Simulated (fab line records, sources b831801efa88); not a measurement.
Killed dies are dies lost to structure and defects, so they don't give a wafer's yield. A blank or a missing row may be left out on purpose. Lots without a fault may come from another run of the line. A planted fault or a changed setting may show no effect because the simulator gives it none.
fab line records | flow gf180mcu
record lots=5 wafers=15 last_day=34
route steps=602 shown CONTACT@312 M1@315 V1@335
lots that met no fault: from a run of the same line without faults
start_h: hours from the record's first day to the start of the lot's first wafer shown | wait_h: hours since the lot's step before | " the same as in the row above | L1.1+2: a row that stands for several wafers | - no value, or no start given | * or withheld: withheld | < > ~ a bound
route shown NAME@n: a module of which the file shows steps, and the number in the route of the first | usual: mean/standard deviation of fault-free wafers | same: alike in all rows | chamber/n: place in a boat | sites: the reading at each site | _std_site: their standard deviation | _edge_site: outer sites' mean less inner sites' | radius_mm: how far each site lies from the wafer's centre | mask NAME#n: copy n | behind: the tool/chamber that last shaped the wafer | hold: why the lot was held/for how many hours/how that ended | device: the transistor (n, p or np) that didn't switch | end of line: the same wafers' tests at the end of the route | a step without rows: its recipe alone | killed: dies lost to structure and defects at the first sort, not the wafer's yield | map: a wafer's dies, x killed, . not, _ none there
set.NAME: the setting as run; set.NAME@STEP: as run at that earlier step | model.NAME: the simulator's own value behind a step, which no gauge read
lots at some steps of the route; a table a step, a row a wafer
services: from which hour (start_h, from the record's first day; less than 0 if before it) a tool's chamber was out of use, for how many hours, and why
## steps
# step GF_CONTACT_RS_MEAS_25
# recipe thk_meas_gauge=four-point-probe reads=W_of_CONTACT_CVD_24+TiN_of_CONTACT_SPUTTER_23+Ti_of_CONTACT_SPUTTER_22
# usual CONTACT_W_RS=0.381/0.005
# columns lot.wafer tool chamber start_h wait_h CONTACT_W_RS[ohm/sq]
L077.1 film_metro-01 - 390.90 0.1 0.379
L077.2 " - " " 0.387
L077.3 " - " " 0.382
L081.3 film_metro-01 - 424.65 0.1 0.383
L081.5 " - " " 0.381
L081.6 " - " " 0.381
L082.2 film_metro-04 - 436.97 0.1 0.380
L082.3 " - " " 0.394
L082.6 " - " " 0.393
L088.2 film_metro-04 - 488.21 0.1 0.374
L088.3 " - " " 0.383
L088.6 " - " " 0.371
L095.2 film_metro-01 - 546.90 0.1 0.383
L095.3 " - " " 0.386
L095.4 " - " " 0.382
# step GF_CONTACT_THK_MEAS_26
# recipe thk_meas_gauge=xrf reads=W_of_CONTACT_CVD_24
# usual CONTACT_W_THK=292/4.6
# columns lot.wafer tool chamber start_h wait_h CONTACT_W_THK[nm]
L077.1 film_metro-01 - 391.02 0.1 292
L077.2 " - " " 287
L077.3 " - " " 290
L081.3 film_metro-01 - 424.75 0.1 290
L081.5 " - " " 291
L081.6 " - " " 289
L082.2 film_metro-04 - 437.08 0.1 294
L082.3 " - " " 286
L082.6 " - " " 285
L088.2 film_metro-04 - 488.32 0.1 300
L088.3 " - " " 293
L088.6 " - " " 302
L095.2 film_metro-01 - 547.01 0.1 291
L095.3 " - " " 288
L095.4 " - " " 291
# step GF_CONTACT_CMP_27
# recipe stop_on=SiO2 down_force_psi=3.5 platen_rpm=60 t_overpolish_s=15 target_thk_nm=0 pad_velocity_m_s=0.94248
# usual motor_current_A=10.7/0.99 overpolish_run_s=15.000/0.0088 platen_rpm=60.01/0.042 time_to_endpoint_s=73/3.2
# columns lot.wafer tool chamber start_h wait_h motor_current_A overpolish_run_s platen_rpm time_to_endpoint_s
L077.1 cmp-02 0 391.08 0.1 9.5 14.986 60.00 72
L077.2 " 2 " " 11.4 15.012 60.03 72
L077.3 " 3 " " 9.9 15.005 59.97 70
L081.3 cmp-01 3 424.84 0.1 12.1 14.996 60.06 74
L081.5 " 2 " " 12.0 15.000 60.06 76
L081.6 " 3 " " 12.7 15.003 60.08 74
L082.2 cmp-01 0 437.21 0.1 10.5 14.995 60.01 76
L082.3 " 1 " " 10.2 15.009 59.99 70
L082.6 " 3 " " 12.3 14.999 59.99 73
L088.3 cmp-01 0 488.37 0.0 11.0 15.006 59.93 73
L088.2 " 2 " " 12.0 15.001 60.07 73
L088.6 " 1 " " 10.0 14.991 59.99 72
L095.2 cmp-02 0 547.06 0.0 9.8 14.995 59.97 69
L095.3 " 2 " " 11.3 15.009 59.95 71
L095.4 " 3 " " 9.7 14.994 60.00 70
# step GF_M1_SPUTTER_00
# recipe material=Ti target_thk_nm=37.5 arriving_ion_energy_ev=80 substrate_temp_c=200 chamber_pressure_pa=2 power_w=4000 time_s=150
# usual throttle_valve_pct=29.6/0.95
# columns lot.wafer tool chamber start_h wait_h throttle_valve_pct
L077.1 pvd_sputter-04 - 391.38 0.2 30.9
L077.2 " - " " 28.2
L077.3 " - " " 29.6
L081.3 pvd_sputter-02 - 425.09 0.2 29.8
L081.5 " - " " 29.8
L081.6 " - " " 30.7
L082.2 pvd_sputter-02 - 437.46 0.2 29.2
L082.3 " - " " 30.6
L082.6 " - " " 30.7
L088.2 pvd_sputter-04 - 488.67 0.1 27.8
L088.3 " - " " 29.5
L088.6 " - " " 30.8
L095.2 pvd_sputter-04 - 547.36 0.2 29.2
L095.3 " - " " 27.9
L095.4 " - " " 29.4
# step GF_M1_SPUTTER_01
# recipe material=TiN target_thk_nm=30 power_w=6500 time_s=25 chamber_pressure_pa=0.4
# usual throttle_valve_pct=29.6/0.96
# columns lot.wafer tool chamber start_h wait_h throttle_valve_pct
L077.1 pvd_sputter-04 - 391.48 0.1 31.1
L077.2 " - " " 28.0
L077.3 " - " " 29.5
L081.3 pvd_sputter-02 - 425.19 0.1 30.0
L081.5 " - " " 29.9
L081.6 " - " " 30.7
L082.2 pvd_sputter-02 - 437.56 0.1 29.0
L082.3 " - " " 30.8
L082.6 " - " " 30.8
L088.2 pvd_sputter-04 - 488.77 0.1 28.0
L088.3 " - " " 29.2
L088.6 " - " " 31.1
L095.2 pvd_sputter-04 - 547.46 0.1 29.5
L095.3 " - " " 28.0
L095.4 " - " " 29.5
# step GF_M1_SPUTTER_02
# recipe material=AlCu target_thk_nm=450 power_w=10600 time_s=23.9 chamber_pressure_pa=0.4
# usual throttle_valve_pct=29.6/0.96
# columns lot.wafer tool chamber start_h wait_h throttle_valve_pct
L077.1 pvd_sputter-04 - 391.51 0.0 30.9
L077.2 " - " " 28.0
L077.3 " - " " 29.2
L081.3 pvd_sputter-02 - 425.22 0.0 29.9
L081.5 " - " " 29.9
L081.6 " - " " 30.8
L082.2 pvd_sputter-02 - 437.59 0.0 29.0
L082.3 " - " " 30.6
L082.6 " - " " 30.7
L088.2 pvd_sputter-04 - 488.80 0.0 27.9
L088.3 " - " " 29.3
L088.6 " - " " 31.0
L095.2 pvd_sputter-04 - 547.49 0.0 29.3
L095.3 " - " " 27.9
L095.4 " - " " 29.4
# step GF_M1_SPUTTER_03
# recipe material=Ti target_thk_nm=10 substrate_temp_c=300 chamber_pressure_pa=0.3 power_w=3000 time_s=6.7
# usual throttle_valve_pct=29.6/0.93
# columns lot.wafer tool chamber start_h wait_h throttle_valve_pct
L077.1 pvd_sputter-04 - 391.54 0.0 30.8
L077.2 " - " " 27.8
L077.3 " - " " 29.2
L081.3 pvd_sputter-02 - 425.25 0.0 29.6
L081.5 " - " " 30.2
L081.6 " - " " 30.5
L082.2 pvd_sputter-02 - 437.62 0.0 29.1
L082.3 " - " " 30.8
L082.6 " - " " 30.9
L088.2 pvd_sputter-04 - 488.83 0.0 28.1
L088.3 " - " " 29.2
L088.6 " - " " 30.7
L095.2 pvd_sputter-04 - 556.84 9.3 29.3
L095.3 " - " " 27.9
L095.4 " - " " 29.5
# step GF_M1_SPUTTER_04
# recipe material=TiN target_thk_nm=50 power_w=6500 time_s=41.7 chamber_pressure_pa=0.4
# usual throttle_valve_pct=29.6/0.98
# columns lot.wafer tool chamber start_h wait_h throttle_valve_pct
L077.1 pvd_sputter-04 - 391.56 0.0 31.0
L077.2 " - " " 28.0
L077.3 " - " " 29.2
L081.3 pvd_sputter-02 - 425.27 0.0 29.7
L081.5 " - " " 29.8
L081.6 " - " " 30.7
L082.2 pvd_sputter-02 - 437.64 0.0 29.0
L082.3 " - " " 30.9
L082.6 " - " " 30.7
L088.2 pvd_sputter-04 - 488.85 0.0 27.7
L088.3 " - " " 29.3
L088.6 " - " " 30.9
L095.2 pvd_sputter-04 - 556.86 0.0 29.4
L095.3 " - " " 27.8
L095.4 " - " " 29.4
# step GF_M1_RS_MEAS_05
# recipe thk_meas_gauge=four-point-probe reads=TiN_of_M1_SPUTTER_04+Ti_of_M1_SPUTTER_03+AlCu_of_M1_SPUTTER_02+TiN_of_M1_SPUTTER_01+Ti_of_M1_SPUTTER_00
# usual M1_ALCU_RS=0.0694/0.00063
# columns lot.wafer tool chamber start_h wait_h M1_ALCU_RS[ohm/sq]
L077.1 film_metro-02 - 391.60 0.0 0.0697
L077.2 " - " " 0.0696
L077.3 " - " " 0.0689
L081.3 film_metro-03 - 425.35 0.1 0.0701
L081.5 " - " " 0.0695
L081.6 " - " " 0.0692
L082.2 film_metro-02 - 437.70 0.0 0.0693
L082.3 " - " " 0.0691
L082.6 " - " " 0.0696
L088.2 film_metro-03 - 488.91 0.0 0.0692
L088.3 " - " " 0.0686
L088.6 " - " " 0.0696
L095.2 film_metro-03 - 556.92 0.0 0.0688
L095.3 " - " " 0.0696
L095.4 " - " " 0.0693
# step GF_M1_THK_MEAS_06
# recipe thk_meas_gauge=xrf reads=AlCu_of_M1_SPUTTER_02
# usual M1_ALCU_THK=448/5
# columns lot.wafer tool chamber start_h wait_h M1_ALCU_THK[nm]
L077.1 film_metro-02 - 391.72 0.1 444
L077.2 " - " " 444
L077.3 " - " " 449
L081.3 film_metro-03 - 425.45 0.1 445
L081.5 " - " " 447
L081.6 " - " " 449
L082.2 film_metro-02 - 437.81 0.1 447
L082.3 " - " " 446
L082.6 " - " " 443
L088.2 film_metro-03 - 489.02 0.1 449
L088.3 " - " " 453
L088.6 " - " " 447
L095.2 film_metro-03 - 557.03 0.1 454
L095.3 " - " " 450
L095.4 " - " " 452
# step GF_M1_DEHYDRATE_07
# recipe temp_c=200 time_s=60
# columns lot.wafer tool chamber start_h wait_h
L077.1+2+3 litho_track-01 0 403.01 11.3
L081.3+5+6 litho_track-01 0 436.91 11.4
L082.2+3+6 litho_track-04 0 449.24 11.4
L088.2+3+6 litho_track-01 0 500.23 11.2
L095.2+3+4 litho_track-04 0 566.99 10.0
# step GF_M1_HMDS_08
# recipe prime_time_s=60 prime_temp_c=120
# columns lot.wafer tool chamber start_h wait_h
L077.1+2+3 litho_track-01 0 403.16 0.1
L081.3+5+6 litho_track-01 0 437.06 0.1
L082.2+3+6 litho_track-04 0 449.39 0.1
L088.2+3+6 litho_track-01 0 500.38 0.1
L095.2+3+4 litho_track-04 0 567.14 0.1
# step GF_M1_COAT_09
# recipe resist=KrF spin_rpm=withheld resist_thk_nm=1000
# columns lot.wafer tool chamber start_h wait_h
L077.1+2+3 litho_track-01 0 403.31 0.1
L081.3+5+6 litho_track-01 0 437.21 0.1
L082.2+3+6 litho_track-04 0 449.54 0.1
L088.2+3+6 litho_track-01 0 500.53 0.1
L095.2+3+4 litho_track-04 0 567.29 0.1
# step GF_M1_SOFTBAKE_10
# recipe temp_c=130 time_s=60 resist=KrF
# columns lot.wafer tool chamber start_h wait_h
L077.1+2+3 litho_track-01 0 403.46 0.1
L081.3+5+6 litho_track-01 0 437.36 0.1
L082.2+3+6 litho_track-04 0 449.69 0.1
L088.2+3+6 litho_track-01 0 500.68 0.1
L095.2+3+4 litho_track-04 0 567.44 0.1
# step GF_M1_EXPOSE_11
# recipe mask_id=Metal1 target_cd_nm=230 na=0.68 source_shape=conventional sigma_outer=0.6 dose_mj=28
# usual exposure_dose_mJ_cm2=27.98/0.031 stage_vel_mm_s=499.99/0.25
# columns lot.wafer tool chamber start_h wait_h mask exposure_dose_mJ_cm2 stage_vel_mm_s
L077.1 krf_scanner-02 0 - - Metal1#0 27.97 500.19
L077.2 " 0 " " Metal1#0 28.04 499.87
L077.3 " 0 " " Metal1#0 27.95 499.77
L081.3 krf_scanner-02 0 - - Metal1#0 27.93 500.31
L081.5 " 0 " " Metal1#0 27.99 500.28
L081.6 " 0 " " Metal1#0 27.99 500.35
L082.2 krf_scanner-01 0 - - Metal1#0 27.95 499.80
L082.3 " 0 " " Metal1#0 27.98 500.28
L082.6 " 0 " " Metal1#0 27.96 500.03
L088.2 krf_scanner-01 0 - - Metal1#0 27.98 499.64
L088.3 " 0 " " Metal1#0 27.95 499.89
L088.6 " 0 " " Metal1#0 27.93 499.85
L095.2 krf_scanner-02 0 - - Metal1#0 27.99 500.23
L095.3 " 0 " " Metal1#0 28.02 499.89
L095.4 " 0 " " Metal1#0 28.03 500.30
# step GF_M1_PEB_12
# recipe peb_temp_c=135 peb_time_s=90 resist=KrF
# columns lot.wafer tool chamber start_h wait_h
L077.1+2+3 litho_track-03 0 - -
L081.3+5+6 litho_track-01 0 - -
L082.2+3+6 litho_track-03 0 - -
L088.2+3+6 litho_track-04 0 - -
L095.2+3+4 litho_track-03 0 - -
# step GF_M1_DEVELOP_13
# recipe develop_time_s=60 dev_temp_c=21
# columns lot.wafer tool chamber start_h wait_h
L077.1+2+3 litho_track-03 0 414.68 0.2
L081.3+5+6 litho_track-01 0 448.86 0.1
L082.2+3+6 litho_track-03 0 462.10 0.2
L088.2+3+6 litho_track-04 0 511.74 0.2
L095.2+3+4 litho_track-03 0 578.60 0.2
# step GF_M1_CD_MEAS_14
# recipe target_cd_nm=230
# usual cd_nm=229.2/1.3
# columns lot.wafer tool chamber start_h wait_h cd_nm
L077.1 cd_sem-01 - 414.83 0.1 230.0
L077.2 " - " " 231.7
L077.3 " - " " 230.6
L081.3 cd_sem-02 - 449.00 0.1 228.2
L081.5 " - " " 229.4
L081.6 " - " " 229.4
L082.2 cd_sem-01 - 462.25 0.1 230.6
L082.3 " - " " 229.6
L082.6 " - " " 230.0
L088.2 cd_sem-02 - 511.89 0.1 229.9
L088.3 " - " " 229.2
L088.6 " - " " 229.0
L095.2 cd_sem-02 - 578.75 0.1 228.6
L095.3 " - " " 228.3
L095.4 " - " " 228.8
# step GF_M1_OVL_MEAS_15
# usual M1_OVL=-4/4.9
# columns lot.wafer tool chamber start_h wait_h M1_OVL[nm]
L077.1 overlay-02 - 414.95 0.1 -5
L077.2 " - " " -11
L077.3 " - " " -11
L081.3 overlay-01 - 449.09 0.1 -4
L081.5 " - " " -4
L081.6 " - " " -4
L082.2 overlay-02 - 462.35 0.1 -10
L082.3 " - " " -8
L082.6 " - " " -5
L088.2 overlay-02 - 511.99 0.1 -7
L088.3 " - " " -4
L088.6 " - " " -6
L095.2 overlay-02 - 578.85 0.1 -8
L095.3 " - " " -3
L095.4 " - " " -9
# step GF_M1_METAL_ETCH_16
# recipe chemistry=Cl2/BCl3 mask_material=KrF target_depth_nm=750.8 stop_on=SiO2 pressure_mtorr=8 icp_w=800 bias_w=140 Cl2_flow_sccm=80 bcl3_flow_sccm=40 time_s=125.1
# usual drypump_motor_current_A=5.7/0.55 oes_product_au=0.988/0.0065 rf_fwd_power_W=796.3/2.2 throttle_valve_pct=28.233/0.011
# columns lot.wafer tool chamber start_h wait_h drypump_motor_current_A oes_product_au rf_fwd_power_W rf_hours_counter_h throttle_valve_pct
L077.1 rie_metal-04 1 414.98 0.0 6.0 0.980 796.2 14 28.220
L077.2 " 0 " " 5.5 0.980 795.5 6 28.240
L077.3 " 0 " " 5.6 0.985 794.0 - 28.242
L081.3 rie_metal-01 1 449.15 0.1 5.0 0.997 797.9 - 28.222
L081.5 " 0 " " 5.3 0.992 795.9 - 28.225
L081.6 " 1 " " 5.0 0.990 796.2 - 28.238
L082.2 rie_metal-02 0 462.43 0.1 6.3 0.985 798.4 - 28.241
L082.3 " 0 " " 6.3 0.975 794.3 - 28.251
L082.6 " 0 " " 6.3 0.984 795.4 - 28.228
L088.2 rie_metal-01 0 512.02 0.0 5.3 1.003 796.3 7 28.215
L088.3 " 1 " " 5.0 0.994 798.0 - 28.230
L088.6 " 0 " " 5.4 1.000 798.7 - 28.237
L095.2 rie_metal-01 0 578.88 0.0 5.3 0.996 796.9 8 28.229
L095.3 " 1 " " 5.0 0.995 799.1 - 28.247
L095.4 " 0 " " 5.4 0.990 799.8 - 28.213
# step GF_M1_STRIP_17
# recipe chemistry=O2/N2 power_w=1400 pressure_mtorr=1500 platen_temp_c=250 o2_flow_sccm=3000 n2_flow_sccm=300 overash_fraction=0.5
# usual drypump_motor_current_A=5.6/0.46 heater_power_w=320/22 oes_product_au=0.538/0.0053 strip_time_to_endpoint_s=7.41/0.049
# columns lot.wafer tool chamber start_h wait_h drypump_motor_current_A heater_power_w oes_product_au rf_hours_counter_h strip_time_to_endpoint_s
L077.1 plasma_asher-03 1 415.11 0.1 6.7 356 0.537 63 7.40
L077.2 " 0 " " 5.4 306 0.536 63 7.44
L077.3 " 0 " " 5.5 294 0.536 - 7.43
L081.3 plasma_asher-01 1 449.27 0.1 5.6 338 0.533 - 7.39
L081.5 " 0 " " 5.6 320 0.532 - 7.39
L081.6 " 1 " " 5.6 336 0.549 - 7.37
L082.2 plasma_asher-03 1 462.64 0.2 6.7 359 0.536 66 7.44
L082.3 " 1 " " 6.7 355 0.542 - 7.46
L082.6 " 1 " " 6.7 360 0.539 - 7.45
L088.2 plasma_asher-01 1 512.15 0.1 5.6 324 0.532 42 7.39
L088.3 " 0 " " 5.6 323 0.536 - 7.41
L088.6 " 0 " " 5.5 318 0.537 - 7.37
L095.2 plasma_asher-03 0 579.01 0.1 5.4 302 0.532 79 7.44
L095.3 " 0 " " 5.4 312 0.543 - 7.46
L095.4 " 1 " " 6.7 367 0.531 - 7.44
# step GF_M1_STRIP_18
# recipe chemistry=post_etch_residue_remover time_s=1200 temp_c=72.5
# usual bath_heat_duty_pct=14.8/1.7
# columns lot.wafer tool chamber start_h wait_h bath_heat_duty_pct
L077.1 wet_bench-04 2 415.21 0.1 15.6
L077.2 " 2 " " 15.2
L077.3 " 2 " " 17.4
L081.3 wet_bench-04 2 449.34 0.0 16.2
L081.5 " 2 " " 15.2
L081.6 " 2 " " 17.1
L082.2 wet_bench-04 1 462.74 0.1 15.7
L082.3 " 1 " " 16.4
L082.6 " 1 " " 14.1
L088.2 wet_bench-04 0 512.25 0.1 14.8
L088.3 " 0 " " 13.9
L088.6 " 0 " " 14.5
L095.2 wet_bench-01 1 579.11 0.1 12.9
L095.3 " 1 " " 13.7
L095.4 " 1 " " 13.2
# step GF_M1_CLEAN_19
# recipe chemistry=DIW dry=n2_spin
# columns lot.wafer tool chamber start_h wait_h
L077.1+2+3 wet_bench-01 1 415.55 0.0
L081.3+5+6 wet_bench-03 0 449.71 0.0
L082.2+3+6 wet_bench-03 2 463.11 0.0
L088.2+3+6 wet_bench-01 3 512.60 0.0
L095.2+3+4 wet_bench-04 2 579.45 0.0
# step GF_V1_CVD_00
# recipe material=SiO2 target_thk_nm=600 sigma_open_frac=0.3 temp_c=400 time_s=100 sih4_flow_sccm=60 pressure_mtorr=6
# columns lot.wafer tool chamber start_h wait_h
L077.1+2+3 hdpcvd-02 1,2,0 415.65 0.0
L081.3+5+6 hdpcvd-02 2,2,1 449.80 0.0
L082.2+3+6 hdpcvd-02 0,1,1 463.21 0.0
L088.2+3+6 hdpcvd-01 0,1,0 512.70 0.0
L095.2+3+4 hdpcvd-02 2,0,0 579.69 0.0
# step GF_V1_THK_MEAS_01
# recipe reads=SiO2_of_V1_CVD_00
# usual V1_CVD_00_THK=602/5.8
# columns lot.wafer tool chamber start_h wait_h V1_CVD_00_THK[nm]
L077.1 film_metro-01 - 415.72 0.0 603
L077.2 " - " " 598
L077.3 " - " " 614
L081.3 film_metro-01 - 449.90 0.1 605
L081.5 " - " " 605
L081.6 " - " " 603
L082.2 film_metro-03 - 463.29 0.0 599
L082.3 " - " " 599
L082.6 " - " " 596
L088.2 film_metro-02 - 512.78 0.0 608
L088.3 " - " " 603
L088.6 " - " " 601
L095.2 film_metro-01 - 579.77 0.0 607
L095.3 " - " " 598
L095.4 " - " " 605
# step GF_V1_CVD_02
# recipe material=SiO2 target_thk_nm=850 precursor=TEOS temp_c=400 time_s=94.851 rf_w=600
# usual heater_power_w=694/130 rf_fwd_power_W=596.5/2
# columns lot.wafer tool chamber start_h wait_h heater_power_w rf_fwd_power_W
L077.1 pecvd-02 1 415.78 0.1 511 596.5
L077.2 " 0 " " 803 597.7
L077.3 " 2 " " 817 598.1
L081.3 pecvd-02 0 449.94 0.0 799 595.4
L081.5 " 2 " " 802 601.1
L081.6 " 0 " " 866 596.3
L082.2 pecvd-03 2 463.34 0.0 573 595.4
L082.3 " 1 " " 676 599.3
L082.6 " 2 " " 637 594.4
L088.2 pecvd-01 2 512.83 0.0 829 596.1
L088.3 " 1 " " 587 595.2
L088.6 " 2 " " 897 596.5
L095.2 pecvd-02 2 579.82 0.0 677 597.4
L095.3 " 1 " " 499 597.4
L095.4 " 2 " " 739 598.7
# step GF_V1_THK_MEAS_03
# recipe reads=SiO2_of_V1_CVD_02
# usual V1_CVD_02_THK=853/12
# columns lot.wafer tool chamber start_h wait_h V1_CVD_02_THK[nm]
L077.1 film_metro-03 - 415.85 0.0 851
L077.2 " - " " 842
L077.3 " - " " 859
L081.3 film_metro-03 - 450.03 0.1 848
L081.5 " - " " 874
L081.6 " - " " 857
L082.2 film_metro-02 - 463.42 0.0 825
L082.3 " - " " 849
L082.6 " - " " 844
L088.2 film_metro-01 - 512.91 0.0 848
L088.3 " - " " 852
L088.6 " - " " 859
L095.2 film_metro-03 - 579.90 0.0 861
L095.3 " - " " 863
L095.4 " - " " 877
# step GF_V1_CMP_04
# recipe material=SiO2 down_force_psi=4 platen_rpm=60 pad_velocity_m_s=0.94248
# usual motor_current_A=11.8/0.94 platen_rpm=60.00/0.045 time_to_endpoint_s=81/5.8
# columns lot.wafer tool chamber start_h wait_h motor_current_A platen_rpm time_to_endpoint_s
L077.1 cmp-01 2 415.91 0.1 13.3 60.01 83
L077.3 " 3 " " 12.7 59.95 80
L077.2 " 1 " " 10.7 60.01 76
L081.3 cmp-02 2 450.23 0.2 12.6 59.93 82
L081.6 " 0 " " 10.2 60.00 83
L081.5 " 1 " " 11.9 60.01 86
L082.3 cmp-01 1 463.47 0.0 10.8 60.03 80
L082.2 " 0 " " 12.2 60.02 75
L082.6 " 2 " " 13.5 60.04 86
L088.2 cmp-02 2 513.01 0.1 12.2 59.94 82
L088.3 " 0 " " 10.6 60.04 82
L088.6 " 2 " " 12.4 60.05 86
L095.4 cmp-01 3 580.00 0.1 12.7 60.01 83
L095.2 " 0 " " 11.9 60.01 80
L095.3 " 1 " " 11.3 59.89 73
# step GF_V1_BOW_MEAS_05
# recipe mode=bow
# usual V1_BOW=82/7.3
# columns lot.wafer tool chamber start_h wait_h V1_BOW[um]
L077.1 film_metro-02 - 416.21 0.2 80
L077.2 " - " " 76
L077.3 " - " " 81
L081.3 film_metro-02 - 450.47 0.2 80
L081.5 " - " " 78
L081.6 " - " " 75
L082.2 film_metro-03 - 463.79 0.1 92
L082.3 " - " " 83
L082.6 " - " " 100
L088.2 film_metro-02 - 513.28 0.2 84
L088.3 " - " " 88
L088.6 " - " " 92
L095.2 film_metro-02 - 580.27 0.2 78
L095.3 " - " " 70
L095.4 " - " " 78
# step GF_V1_DEHYDRATE_06
# recipe temp_c=200 time_s=60
# columns lot.wafer tool chamber start_h wait_h
L077.1+2+3 litho_track-02 0 427.89 11.7
L081.3+5+6 litho_track-03 0 462.28 11.8
L082.2+3+6 litho_track-03 0 475.25 11.4
L088.2+3+6 litho_track-03 0 524.40 11.1
L095.2+3+4 litho_track-02 0 590.32 10.0
# step GF_V1_HMDS_07
# recipe prime_time_s=60 prime_temp_c=120
# columns lot.wafer tool chamber start_h wait_h
L077.1+2+3 litho_track-02 0 428.04 0.1
L081.3+5+6 litho_track-03 0 462.43 0.1
L082.2+3+6 litho_track-03 0 475.40 0.1
L088.2+3+6 litho_track-03 0 524.55 0.1
L095.2+3+4 litho_track-02 0 590.47 0.1
# step GF_V1_COAT_08
# recipe resist=BARC temp_c=withheld time_s=withheld spin_rpm=withheld resist_thk_nm=withheld
# columns lot.wafer tool chamber start_h wait_h
L077.1+2+3 litho_track-02 0 428.19 0.1
L081.3+5+6 litho_track-03 0 462.58 0.1
L082.2+3+6 litho_track-03 0 475.55 0.1
L088.2+3+6 litho_track-03 0 524.70 0.1
L095.2+3+4 litho_track-02 0 590.62 0.1
# step GF_V1_COAT_09
# recipe resist=KrF spin_rpm=withheld resist_thk_nm=1000
# columns lot.wafer tool chamber start_h wait_h
L077.1+2+3 litho_track-02 0 - -
L081.3+5+6 litho_track-03 0 - -
L082.2+3+6 litho_track-03 0 - -
L088.2+3+6 litho_track-03 0 - -
L095.2+3+4 litho_track-02 0 - -
# step GF_V1_SOFTBAKE_10
# recipe temp_c=130 time_s=60 resist=KrF
# columns lot.wafer tool chamber start_h wait_h
L077.1+2+3 litho_track-02 0 - -
L081.3+5+6 litho_track-03 0 - -
L082.2+3+6 litho_track-03 0 - -
L088.2+3+6 litho_track-03 0 - -
L095.2+3+4 litho_track-02 0 - -
# step GF_V1_EXPOSE_11
# recipe mask_id=Via1 target_cd_nm=260 na=0.68 source_shape=conventional sigma_outer=0.6 dose_mj=38
# usual exposure_dose_mJ_cm2=37.97/0.038 stage_vel_mm_s=500.02/0.22
# columns lot.wafer tool chamber start_h wait_h mask exposure_dose_mJ_cm2 stage_vel_mm_s
L077.1 krf_scanner-02 0 - - Via1#0 38.03 499.68
L077.2 " 0 " " Via1#0 37.99 499.95
L077.3 " 0 " " Via1#0 38.00 499.84
L081.3 krf_scanner-01 0 - - Via1#0 37.95 499.36
L081.5 " 0 " " Via1#0 37.92 499.60
L081.6 " 0 " " Via1#0 37.97 499.78
L082.2 krf_scanner-02 0 - - Via1#0 38.03 500.33
L082.3 " 0 " " Via1#0 37.97 499.57
L082.6 " 0 " " Via1#0 37.98 500.03
L088.2 krf_scanner-01 0 - - Via1#0 37.95 500.37
L088.3 " 0 " " Via1#0 37.95 500.54
L088.6 " 0 " " Via1#0 37.96 500.53
L095.2 krf_scanner-02 0 - - Via1#0 38.00 499.88
L095.3 " 0 " " Via1#0 37.99 499.97
L095.4 " 0 " " Via1#0 38.02 499.75
# step GF_V1_PEB_12
# recipe peb_temp_c=135 peb_time_s=90 resist=KrF
# columns lot.wafer tool chamber start_h wait_h
L077.1+2+3 litho_track-02 0 - -
L081.3+5+6 litho_track-02 0 - -
L082.2+3+6 litho_track-04 0 - -
L088.2+3+6 litho_track-03 0 - -
L095.2+3+4 litho_track-02 0 - -
# step GF_V1_DEVELOP_13
# recipe develop_time_s=60 resist=KrF dev_temp_c=21
# columns lot.wafer tool chamber start_h wait_h
L077.1+2+3 litho_track-02 0 440.49 0.2
L081.3+5+6 litho_track-02 0 474.59 0.1
L082.2+3+6 litho_track-04 0 487.59 0.2
L088.2+3+6 litho_track-03 0 535.90 0.2
L095.2+3+4 litho_track-02 0 601.52 0.2
# step GF_V1_CD_MEAS_14
# recipe target_cd_nm=260
# usual cd_nm=260.3/1.3
# columns lot.wafer tool chamber start_h wait_h cd_nm
L077.1 cd_sem-02 - 440.64 0.1 260.6
L077.2 " - " " 260.7
L077.3 " - " " 261.2
L081.3 cd_sem-01 - 474.73 0.1 260.0
L081.5 " - " " 258.6
L081.6 " - " " 259.6
L082.2 cd_sem-01 - 487.74 0.1 260.0
L082.3 " - " " 260.2
L082.6 " - " " 259.3
L088.2 cd_sem-01 - 536.05 0.1 261.1
L088.3 " - " " 261.7
L088.6 " - " " 261.3
L095.2 cd_sem-01 - 601.66 0.1 257.8
L095.3 " - " " 257.9
L095.4 " - " " 259.1
# step GF_V1_OVL_MEAS_15
# usual V1_OVL=-3/5.2
# columns lot.wafer tool chamber start_h wait_h V1_OVL[nm]
L077.1 overlay-01 - 440.76 0.1 -4
L077.2 " - " " -1
L077.3 " - " " -3
L081.3 overlay-01 - 474.82 0.1 5
L081.5 " - " " 4
L081.6 " - " " 8
L082.2 overlay-02 - 487.85 0.1 -10
L082.3 " - " " 3
L082.6 " - " " -4
L088.2 overlay-02 - 536.15 0.1 -8
L088.3 " - " " -4
L088.6 " - " " -9
L095.2 overlay-02 - 601.77 0.1 -5
L095.3 " - " " 1
L095.4 " - " " -6
## services
# columns tool chamber start_h hours kind
hdpcvd-02 - 370.60 6.0 pm
krf_scanner-01 - 372.51 0.8 pm
cmp-01 - 379.06 5.7 pm
krf_scanner-01 - 381.54 1.3 pm
cmp-02 - 404.21 4.0 pm
krf_scanner-02 - 424.49 1.3 pm
krf_scanner-02 - 446.59 1.2 repair
krf_scanner-02 - 454.63 1.3 repair
cmp-01 - 466.27 3.1 repair
pvd_sputter-02 - 475.66 2.4 repair
krf_scanner-02 - 476.26 1.0 pm
pvd_sputter-02 - 479.80 1.9 repair
pvd_sputter-02 - 490.24 11.6 repair
pvd_sputter-02 - 493.61 2.9 repair
pvd_sputter-04 - 496.23 25.0 repair
cmp-01 - 503.30 0.8 repair
krf_scanner-02 - 506.03 0.8 pm
pvd_sputter-02 - 509.66 1.7 repair
cmp-01 - 511.69 0.9 repair
cmp-01 - 521.44 15.3 repair
pvd_sputter-02 - 529.79 2.6 repair
cmp-01 - 547.28 1.4 repair
cmp-01 - 572.00 4.0 pm
krf_scanner-02 - 600.38 1.3 pm
## key
fault none
